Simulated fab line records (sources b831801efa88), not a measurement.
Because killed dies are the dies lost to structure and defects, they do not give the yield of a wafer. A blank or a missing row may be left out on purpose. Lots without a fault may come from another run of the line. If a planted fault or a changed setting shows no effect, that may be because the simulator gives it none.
fab line records | flow sky130
record: lots: 6 wafers: 18 last_day: 50
route steps=708 shown RES_XHIGH@336 SD_N@342 PAD_OPEN@708
lots that met no fault: from a run of the same line without faults
start_h: hours from the record's first day to the start of the lot's first wafer shown | wait_h: how many hours have passed since the lot's step before this one | " unchanged from the row above | L1.1+2: several wafers, shown together as one row | - no value, or no start given | * or withheld: withheld | < > ~ a bound
route shown NAME@n: NAME is a module with steps in the file, n the number in the route of the first one | usual: mean and standard deviation over wafers with no fault | same: alike in all rows | chamber/n: place in a boat | sites: each site's reading | _std_site: the values' standard deviation | _edge_site: outer sites' mean less inner sites' | radius_mm: for every site, how far away it sits from the centre of the wafer | mask NAME#n: copy n | behind: the last tool/chamber to shape the wafer | hold: what put the lot on hold/how long, in hours/how the hold closed | device: transistor that didn't switch, given as n, p or np | end of line: the route-end tests of the same wafers | a step given without rows: its recipe and nothing more | killed: not the wafer's yield, but the dies lost to structure and defects at the first sort | map: per-die view of a wafer (x killed, . not killed, _ where there is no die)
set.NAME: the setting that was run; set.NAME@STEP: the one run at that earlier step | model.NAME: the simulator's own value behind a step, which no gauge read
lots seen at some steps along the route; tables by step, rows by wafer
services: the hour from which a tool's chamber was out of use, counted from the record's first day as start_h (under 0 if before that day), plus the number of hours and why
== steps ==
step: SKY_RES_XHIGH_EXPOSE_04
recipe: mask_id: URPM na: 0.6 source_shape: conventional sigma_outer: 0.6 polarization: unpolarized target_cd_nm: 1270 dose_mj: 140
step: SKY_RES_XHIGH_PEB_05
recipe: temp_c: withheld time_s: * resist: NOVOLAK
step: SKY_RES_XHIGH_DEVELOP_06
recipe: resist: NOVOLAK developer: TMAH develop_time_s: 60 dev_temp_c: 23
step: SKY_RES_XHIGH_IMPLANT_07
recipe: species: BF2 energy_kev: 20 dose_cm2: 3.6e+14 tilt_deg: 0
step: SKY_RES_XHIGH_STRIP_08
recipe: chemistry: O2/N2 power_w: 1400 pressure_mtorr: 1500 platen_temp_c: withheld o2_flow_sccm: 3000 n2_flow_sccm: 300 overash_fraction: 0.5
usual: drypump_motor_current_A: 5.3/0.4 oes_product_au: 0.711/0.0043 strip_time_to_endpoint_s: 14.27/0.039
columns lot.wafer tool chamber start_h wait_h drypump_motor_current_A oes_product_au rf_hours_counter_h strip_time_to_endpoint_s
L844.1 plasma_asher-01 1 662.15 0.1 5.4 0.706 25 14.29
L844.3 " 0 " " 4.8 0.711 - 14.31
L844.5 " 1 " " 5.4 0.708 - 14.29
L847.2 plasma_asher-04 1 682.27 0.1 5.2 0.716 75 14.24
L847.4 " 0 " " 5.1 0.709 - 14.28
L847.6 " 0 " " 5.2 0.717 - 14.27
L848.4 plasma_asher-03 1 694.45 0.1 5.9 0.711 - 14.26
L848.5 " 0 " " 6.0 0.709 - 14.23
L848.6 " 1 " " 5.9 0.716 - 14.24
L858.2 plasma_asher-01 1 768.96 0.1 5.4 0.707 37 14.21
L858.3 " 1 " " 5.4 0.706 - 14.24
L858.4 " 0 " " 4.8 0.714 - 14.31
L859.3 plasma_asher-03 1 782.70 0.1 5.8 0.712 - 14.26
L859.4 " 0 " " 6.0 0.708 - 14.30
L859.5 " 0 " " 6.0 0.707 - 14.29
L860.1 plasma_asher-01 1 788.32 0.1 5.4 0.707 39 14.25
L860.4 " 0 " " 4.8 0.717 - 14.25
L860.6 " 0 " " 4.8 0.707 - 14.26
step: SKY_RES_XHIGH_TW_MEAS_09
usual: RES_XHIGH_TW: 1621/14
columns lot.wafer tool chamber start_h wait_h RES_XHIGH_TW
L844.1 film_metro-03 - 662.25 0.1 1617
L844.3 " - " " 1622
L844.5 " - " " 1628
L847.2 film_metro-02 - 682.38 0.1 1661
L847.4 " - " " 1648
L847.6 " - " " 1656
L848.4 film_metro-01 - 694.54 0.1 1619
L848.5 " - " " 1619
L848.6 " - " " 1615
L858.2 film_metro-01 - 769.07 0.1 1612
L858.3 " - " " 1617
L858.4 " - " " 1617
L859.3 film_metro-01 - 782.78 0.1 1605
L859.4 " - " " 1617
L859.5 " - " " 1606
L860.1 film_metro-01 - 788.42 0.1 1614
L860.4 " - " " 1611
L860.6 " - " " 1614
step: SKY_SD_N_DEHYDRATE_00
recipe: temp_c: 200 time_s: 60
step: SKY_SD_N_HMDS_01
recipe: prime_time_s: 60 prime_temp_c: 120
step: SKY_SD_N_COAT_02
recipe: resist: NOVOLAK spin_rpm: 3000 resist_thk_nm: 1140
step: SKY_SD_N_SOFTBAKE_03
recipe: temp_c: 90 time_s: 60 resist: NOVOLAK
step: SKY_SD_N_EXPOSE_04
recipe: mask_id: NSDM na: 0.6 source_shape: conventional sigma_outer: 0.6 polarization: unpolarized target_cd_nm: 380 dose_mj: 141
step: SKY_SD_N_PEB_05
recipe: temp_c: withheld time_s: * resist: NOVOLAK
step: SKY_SD_N_DEVELOP_06
recipe: resist: NOVOLAK developer: TMAH develop_time_s: 60 dev_temp_c: 23
columns lot.wafer tool chamber start_h wait_h
L844.1+3+5 litho_track-03 0 690.42 0.1
L847.2+4+6 litho_track-03 0 710.24 0.1
L848.4+5+6 litho_track-03 0 722.34 0.1
L858.2+3+4 litho_track-02 0 794.99 0.1
L859.3+4+5 litho_track-04 0 809.05 0.1
L860.1+4+6 litho_track-02 0 814.41 0.1
step: SKY_SD_N_CD_MEAS_07
recipe: target_cd_nm: 380
usual: cd_nm: 380.3/2.8
columns lot.wafer tool chamber start_h wait_h cd_nm
L844.1 cd_sem-02 - 690.57 0.1 385.6
L844.3 " - " " 386.9
L844.5 " - " " 385.6
L847.2 cd_sem-02 - 710.39 0.1 378.5
L847.4 " - " " 381.4
L847.6 " - " " 392.5
L848.4 cd_sem-02 - 722.48 0.1 384.8
L848.5 " - " " 385.2
L848.6 " - " " 397.3
L858.2 cd_sem-02 - 795.13 0.1 377.6
L858.3 " - " " 377.3
L858.4 " - " " 379.0
L859.3 cd_sem-01 - 809.19 0.1 381.2
L859.4 " - " " 380.9
L859.5 " - " " 382.0
L860.1 cd_sem-01 - 814.56 0.1 379.0
L860.4 " - " " 377.4
L860.6 " - " " 380.8
step: SKY_SD_N_OVL_MEAS_08
usual: SD_N_OVL: -0.8/1.7
columns lot.wafer tool chamber start_h wait_h SD_N_OVL[nm]
L844.1 overlay-02 - 690.69 0.1 2.1
L844.3 " - " " 4.3
L844.5 " - " " 3.0
L847.2 overlay-02 - 710.50 0.1 0.3
L847.4 " - " " -2.1
L847.6 " - " " -2.1
L848.4 overlay-01 - 722.56 0.1 0.7
L848.5 " - " " 2.5
L848.6 " - " " 0.8
L858.2 overlay-02 - 795.24 0.1 -0.7
L858.3 " - " " -1.2
L858.4 " - " " 0.7
L859.3 overlay-01 - 809.28 0.1 -0.1
L859.4 " - " " -1.0
L859.5 " - " " -0.8
L860.1 overlay-02 - 814.68 0.1 -1.8
L860.4 " - " " -1.7
L860.6 " - " " -0.4
step: SKY_PAD_OPEN_PROBE_99
usual: killed_at_M0_to_M3: 44/6.8 killed_at_M4_up: 3.4/2 killed_at_contacts: 24/5.2 killed_at_front_end: 15/5.2 killed_at_other: 0.2/0.46 killed_dies: 87/9.8 killed_open: 47/7.5 killed_short: 39/6.8
same: gross_dies: 492 killed_at_back_side: 0
columns lot.wafer tool chamber start_h wait_h killed_at_M0_to_M3 killed_at_M4_up killed_at_contacts killed_at_front_end killed_at_other killed_dies killed_open killed_short
L844.1 prober-01 - 1107.22 0.1 49 4 17 17 0 87 47 40
L844.3 prober-01 - 1107.32 0.2 37 5 32 19 0 93 59 34
L844.5 prober-01 - 1107.42 0.2 47 4 19 17 0 87 42 45
L847.2 prober-02 - 1124.46 0.1 45 5 15 15 1 81 38 43
L847.4 prober-02 - 1124.56 0.2 30 5 34 17 0 86 43 43
L847.6 prober-02 - 1124.66 0.2 56 4 32 19 0 111 62 49
L848.4 prober-01 - 1129.83 0.2 38 2 26 9 0 75 41 34
L848.5 prober-01 - 1129.88 0.2 43 3 20 15 0 81 41 40
L848.6 prober-01 - 1129.93 0.2 44 6 19 28 0 97 59 38
L858.2 prober-01 - 1180.79 0.1 42 3 28 8 0 81 42 39
L858.3 prober-01 - 1180.84 0.2 48 1 28 14 0 91 40 51
L858.4 prober-01 - 1180.89 0.2 39 1 28 16 0 84 50 34
L859.3 prober-02 - 1186.67 0.2 48 4 25 12 1 90 42 48
L859.4 prober-02 - 1186.72 0.2 42 5 17 10 0 74 31 43
L859.5 prober-02 - 1186.77 0.2 45 2 26 20 0 93 58 35
L860.1 prober-01 - 1191.23 0.1 50 2 18 17 0 87 36 51
L860.4 prober-01 - 1191.38 0.2 39 7 21 10 0 77 38 39
L860.6 prober-01 - 1191.48 0.2 38 3 29 14 0 84 50 34
killed by level:class
L844.1 VIA3:geometric_particle:open=9 CONTACT:geometric_particle:open=8 VIA1:geometric_particle:open=7 FIELD_ISO:geometric_particle:open=6 VIA3:geometric_particle:short=6 POLY_GATE:geometric_particle:open=5 VIA1:geometric_particle:short=5 METAL3:geometric_particle:short=5
L844.3 CONTACT:geometric_particle:open=17 VIA1:geometric_particle:open=12 FIELD_ISO:geometric_particle:open=7 METAL1:geometric_particle:short=6 VIA1:geometric_particle:short=6 LI_CONTACT:geometric_particle:open=5 METAL2:geometric_particle:open=4 FIELD_ISO:geometric_particle:short=3
L844.5 VIA1:geometric_particle:open=10 VIA2:geometric_particle:open=8 VIA1:geometric_particle:short=7 METAL1:geometric_particle:short=6 CONTACT:geometric_particle:open=5 POLY_GATE:geometric_particle:short=5 LI_CONTACT:geometric_particle:open=4 LI_CONTACT:geometric_particle:short=4
L847.2 VIA1:geometric_particle:open=12 POLY_GATE:geometric_particle:short=8 CONTACT:geometric_particle:open=8 METAL2:geometric_particle:short=7 METAL1:geometric_particle:short=5 VIA1:geometric_particle:short=5 CONTACT:geometric_particle:short=4 VIA2:geometric_particle:open=4
L847.4 CONTACT:geometric_particle:short=11 VIA1:geometric_particle:open=10 LI_CONTACT:geometric_particle:open=9 CONTACT:geometric_particle:open=8 FIELD_ISO:geometric_particle:short=4 FIELD_ISO:geometric_particle:open=4 LOCAL_INTERCONNECT:geometric_particle:short=4 VIA1:geometric_particle:short=4
L847.6 VIA1:geometric_particle:open=18 VIA2:geometric_particle:open=9 CONTACT:geometric_particle:open=8 CONTACT:geometric_particle:short=8 VIA1:geometric_particle:short=8 LOCAL_INTERCONNECT:geometric_particle:short=7 VIA3:geometric_particle:open=6 FIELD_ISO:geometric_particle:open=5
L848.4 CONTACT:geometric_particle:open=10 VIA1:geometric_particle:open=8 VIA3:geometric_particle:open=6 LI_CONTACT:geometric_particle:short=5 METAL1:geometric_particle:short=4 METAL2:geometric_particle:short=4 VIA2:geometric_particle:open=4 CONTACT:geometric_particle:short=3
L848.5 VIA1:geometric_particle:open=7 CONTACT:geometric_particle:open=7 VIA3:geometric_particle:open=7 VIA2:geometric_particle:open=6 VIA2:geometric_particle:short=6 POLY_GATE:geometric_particle:short=4 LI_CONTACT:geometric_particle:short=4 LOCAL_INTERCONNECT:geometric_particle:short=4
L848.6 CONTACT:geometric_particle:open=10 VIA1:geometric_particle:open=9 VIA2:geometric_particle:open=9 POLY_GATE:geometric_particle:open=8 VIA3:geometric_particle:open=8 FIELD_ISO:geometric_particle:open=7 FIELD_ISO:geometric_particle:short=5 METAL4:geometric_particle:short=5
L858.2 CONTACT:geometric_particle:open=16 METAL1:geometric_particle:short=8 VIA1:geometric_particle:open=7 METAL2:geometric_particle:short=6 VIA2:geometric_particle:open=5 LI_CONTACT:geometric_particle:open=4 VIA1:geometric_particle:short=4 VIA3:geometric_particle:open=4
L858.3 VIA1:geometric_particle:open=12 METAL1:geometric_particle:short=10 LI_CONTACT:geometric_particle:open=7 METAL2:geometric_particle:short=7 CONTACT:geometric_particle:open=6 LOCAL_INTERCONNECT:geometric_particle:short=5 CONTACT:geometric_particle:short=5 FIELD_ISO:geometric_particle:short=4
L858.4 CONTACT:geometric_particle:open=11 VIA1:geometric_particle:open=9 LI_CONTACT:geometric_particle:open=8 VIA2:geometric_particle:open=8 VIA3:geometric_particle:open=6 FIELD_ISO:geometric_particle:open=4 METAL2:geometric_particle:short=4 FIELD_ISO:geometric_particle:short=3
L859.3 VIA1:geometric_particle:open=11 VIA1:geometric_particle:short=10 CONTACT:geometric_particle:open=6 LI_CONTACT:geometric_particle:open=5 VIA2:geometric_particle:open=5 LOCAL_INTERCONNECT:geometric_particle:short=5 CONTACT:geometric_particle:short=5 METAL1:geometric_particle:short=4
L859.4 METAL1:geometric_particle:short=11 VIA1:geometric_particle:open=10 CONTACT:geometric_particle:open=5 VIA1:geometric_particle:short=5 VIA3:geometric_particle:short=5 FIELD_ISO:geometric_particle:short=4 LI_CONTACT:geometric_particle:open=4 METAL2:geometric_particle:short=4
L859.5 VIA1:geometric_particle:open=17 LI_CONTACT:geometric_particle:open=9 FIELD_ISO:geometric_particle:open=8 CONTACT:geometric_particle:open=8 METAL1:geometric_particle:short=7 FIELD_ISO:geometric_particle:short=5 VIA2:geometric_particle:open=5 POLY_GATE:geometric_particle:short=4
L860.1 VIA1:geometric_particle:open=12 METAL2:geometric_particle:short=9 LOCAL_INTERCONNECT:geometric_particle:short=6 CONTACT:geometric_particle:short=6 METAL1:geometric_particle:short=6 POLY_GATE:geometric_particle:short=5 VIA1:geometric_particle:short=5 FIELD_ISO:geometric_particle:open=4
L860.4 VIA1:geometric_particle:open=11 VIA3:geometric_particle:open=7 CONTACT:geometric_particle:short=5 CONTACT:geometric_particle:open=5 VIA1:geometric_particle:short=5 METAL2:geometric_particle:short=5 METAL4:geometric_particle:short=4 POLY_GATE:geometric_particle:short=3
L860.6 VIA1:geometric_particle:open=11 VIA2:geometric_particle:open=8 VIA1:geometric_particle:short=6 LI_CONTACT:geometric_particle:open=6 CONTACT:geometric_particle:short=6 CONTACT:geometric_particle:open=6 VIA3:geometric_particle:open=6 LI_CONTACT:geometric_particle:short=5
== services ==
columns tool chamber start_h hours kind
plasma_asher-04 - 723.89 4.9 repair
plasma_asher-03 - 733.75 9.0 pm
plasma_asher-03 0 733.75 9.0 vent_cycle
plasma_asher-03 1 733.75 9.0 vent_cycle
plasma_asher-03 0 742.75 - clean
plasma_asher-03 1 742.75 - clean
plasma_asher-04 - 744.11 8.0 repair
plasma_asher-04 - 770.23 3.6 repair
== key ==
first_sign: step: SKY_SD_N_CD_MEAS_07 reading: cd_nm direction: up sigmas: 5.3 usual: 380.3 struck: 394.9
effect none on later readings
met_at SKY_SD_N_DEVELOP_06
struck_wafers L847.6,L848.6
tester_left_out L847,L848
onset_between 690.42 710.24
fault: kind: process_parameter_drift tool: litho_track-03 chamber: - onset_h: 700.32 steps: SKY_SD_N_DEVELOP_06 channel: develop_time_s offset: * shape: step end_h: 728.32 scope: struck_wafers_only acts_in: * stated: *
tester_left_out: of these lots the tester's yield and bins aren't shown, on N5 and GAA mostly nor the transistor test; their killed dies are dies lost to structure and defects alone, not to doping, threshold or leakage, so they don't give the yield
